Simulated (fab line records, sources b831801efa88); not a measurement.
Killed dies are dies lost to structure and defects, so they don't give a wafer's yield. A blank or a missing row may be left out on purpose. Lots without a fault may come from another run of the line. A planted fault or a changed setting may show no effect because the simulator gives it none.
Chamber matching | flow gf180mcu | GF_CONTACT_CMP_04 on cmp-02: 4 sister chambers
The step polishes SiO2. 8 wafers are shown with their chamber, then 8 later ones without.

WAFERS WITH THEIR CHAMBER
wafer  | chamber | motor_current_A (A) | time_to_endpoint_s (s)
L290.1 | 0       | 11.6                | 107
L292.1 | 3       | 10.8                | 105
L292.3 | 2       | 11.5                | 108
L292.6 | 3       | 10.0                | 109
L295.1 | 1       | 12.6                | 104
L295.2 | 2       | 11.3                | 112
L295.3 | 0       | 12.1                | 114
L300.2 | 1       | 12.8                | 113

WAFERS WITHOUT THEIR CHAMBER
wafer  | motor_current_A (A) | time_to_endpoint_s (s)
L300.3 | 11.9                | 108
L300.4 | 11.2                | 115
L302.3 | 11.4                | 95
L302.5 | 11.9                | 109
L302.6 | 10.8                | 110
L303.2 | 10.7                | 108
L303.4 | 13.5                | 115
L303.5 | 11.5                | 116

WHICH CHAMBER EACH WENT THROUGH
wafer  | from the rows above               | in truth
L300.3 | can't be placed: 0 or 2 or 1      | 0
L300.4 | can't be placed: 2 or 0 or 3      | 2
L302.3 | can't be placed: 2 or 0 or 3 or 1 | 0
L302.5 | can't be placed: 0 or 2 or 1      | 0
L302.6 | can't be placed: 3 or 2 or 0      | 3
L303.2 | can't be placed: 3 or 2           | 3
L303.4 | 1                                 | 1
L303.5 | can't be placed: 2 or 0           | 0
Placed correctly: 1 of 8. Can't be placed from these rows: 7 (the true chamber is among the candidates in 7). Placed wrongly: 0.
How it was worked out, from the rows above alone: a wafer's distance from a chamber is the root of the sum, over the readings, of the square of ((its reading less the chamber's mean) divided by the reading's scatter). The wafer belongs to the nearest chamber; if the next one is less than 2 further off, it can't be placed. A chamber's mean is the mean of its shown wafers. The scatter: the root of (the sum of the squares of (reading less its chamber's mean) over the shown wafers, divided by (wafers less chambers)).
